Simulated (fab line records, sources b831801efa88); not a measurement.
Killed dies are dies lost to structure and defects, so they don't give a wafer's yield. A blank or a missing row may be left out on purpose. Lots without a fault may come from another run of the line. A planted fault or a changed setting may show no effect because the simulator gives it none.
Chamber matching | flow gf180mcu | GF_V3_ETCH_16 on rie_diel-04: 4 sister chambers
The step etches BARC in N2/H2. 8 wafers are shown with their chamber, then 9 later ones without.

WAFERS WITH THEIR CHAMBER
wafer  | chamber | drypump_motor_current_A (A) | oes_product_au (a.u.)
L082.1 | 3       | 5.15                        | 0.857
L085.2 | 0       | 5.49                        | 0.850
L085.5 | 2       | 5.82                        | 0.855
L087.1 | 3       | 5.14                        | 0.853
L087.3 | 0       | 5.48                        | 0.854
L092.2 | 1       | 5.85                        | 0.857
L092.3 | 2       | 5.80                        | 0.853
L092.6 | 1       | 5.85                        | 0.853

WAFERS WITHOUT THEIR CHAMBER
wafer  | drypump_motor_current_A (A) | oes_product_au (a.u.)
L093.1 | 5.15                        | 0.852
L093.4 | 5.87                        | 0.859
L093.6 | 5.87                        | 0.848
L096.2 | 5.50                        | 0.854
L096.3 | 5.84                        | 0.858
L096.5 | 5.80                        | 0.857
L097.2 | 5.51                        | 0.851
L097.4 | 5.47                        | 0.855
L097.6 | 5.14                        | 0.849

WHICH CHAMBER EACH WENT THROUGH
wafer  | from the rows above | in truth
L093.1 | 3                   | 3
L093.4 | 1                   | 1
L093.6 | 1                   | 1
L096.2 | 0                   | 0
L096.3 | 1                   | 1
L096.5 | 2                   | 2
L097.2 | 0                   | 0
L097.4 | 0                   | 0
L097.6 | 3                   | 3
Placed correctly: 9 of 9. Can't be placed from these rows: 0. Placed wrongly: 0.
How it was worked out, from the rows above alone: a wafer's distance from a chamber is the root of the sum, over the readings, of the square of ((its reading less the chamber's mean) divided by the reading's scatter). The wafer belongs to the nearest chamber; if the next one is less than 2 further off, it can't be placed. A chamber's mean is the mean of its shown wafers. The scatter: the root of (the sum of the squares of (reading less its chamber's mean) over the shown wafers, divided by (wafers less chambers)).
